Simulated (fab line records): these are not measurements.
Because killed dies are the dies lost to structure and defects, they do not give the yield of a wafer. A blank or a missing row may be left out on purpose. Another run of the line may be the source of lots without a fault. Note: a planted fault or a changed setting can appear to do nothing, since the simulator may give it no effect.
A struck lot beside a sound one	flow sky130	14 steps out of a route of 708
Sound: these wafers, L618.3, L618.4, L618.5. The struck wafers were L612.1, L612.4, L612.5. The cause is given at the end.
Order at every step that has rows: each side's tool, ch and its chambers, its first start. Under that, the readings that differ: sound wafers	struck wafers	difference of the means	sigmas: that difference in standard deviations of wafers without a fault.
alike: readings with means less than 2 such deviations apart, plus words and numbers identical on both sides. not compared: withheld readings, readings lacking a value on some wafer, bounds such as >300 that could conceal the same value, and numbers that have no deviation in the record and whose values overlap.
Wherever a step has rows on one side only, a row that says differs or no value, or a row with sigmas, the two part there. Numbers that don't overlap but have no deviation are shown without sigmas and don't part them. A reading missing from all wafers of one side parts the sides only when that side holds two or more wafers.

first, 1 step without rows for these wafers: SKY_LDD_LDN_IMPLANT_11.
SKY_LDD_LDN_STRIP_12: strips in O2/N2.
  sound on plasma asher-01 ch 0,1, day 28 00:35; struck on plasma asher-02 ch 0,1, day 26 00:12
  alike: drypump motor current A, oes product au, strip time to endpoint s
  not compared: rf hours counter h
SKY_LDD_LDN_TW_MEAS_13:
  sound on film metro-02 at day 28 00:40; struck on film metro-04 at day 26 00:18
  alike: LDD_LDN_TW
then, 2 steps without rows for these wafers: SKY_LDD_LDN_CLEAN_14 (cleans in SC1/SC2, time 150 s); SKY_SPACER_CVD_00 (deposits Si3N4 from DCS/NH3, target thk 43.1 nm, time 740 s).
SKY_SPACER_THK_MEAS_01:
  sound on film metro-03 at day 28 02:19; struck on film metro-01 at day 26 02:45
  alike: SPACER_CVD_00_THK
SKY_SPACER_ETCHBACK_02: etches Si3N4 in CH3F/O2, stops on SiO2, time 46.7 s, target depth 45 nm.
  sound on rie diel-03 ch 1,2,3, day 28 02:22; struck on rie diel-03 ch 0,2,3, day 26 02:49
  alike: ch3f flow sccm, drypump motor current A, oes product au, throttle valve pct
  not compared: rf hours counter h
then, 5 steps without rows for these wafers: SKY_POLY_CUT_DEHYDRATE_00 (time 60 s); SKY_POLY_CUT_HMDS_01 (prime time 60 s); SKY_POLY_CUT_COAT_02 (resist thk 60 nm); SKY_POLY_CUT_COAT_03 (resist thk 450 nm); SKY_POLY_CUT_SOFTBAKE_04 (time 90 s).
SKY_POLY_CUT_EXPOSE_05: exposes mask NPCM, target cd 270 nm.
  sound on krf scanner-02 ch 0, day 28 17:00; struck on krf scanner-01, day 26 17:31
  no value came back on the struck wafers for exposure dose mJ cm2, focus offset nm (nm), sigma outer; on the sound wafers exposure dose mJ cm2 reads 32.00 32.00 32.05
  alike: mask
next, for these wafers, 1 step has no rows: SKY_POLY_CUT_PEB_06.

== WHERE THEY PART ==
Within this record, at SKY_POLY_CUT_EXPOSE_05 only.

WHY: whatever the simulator had introduced
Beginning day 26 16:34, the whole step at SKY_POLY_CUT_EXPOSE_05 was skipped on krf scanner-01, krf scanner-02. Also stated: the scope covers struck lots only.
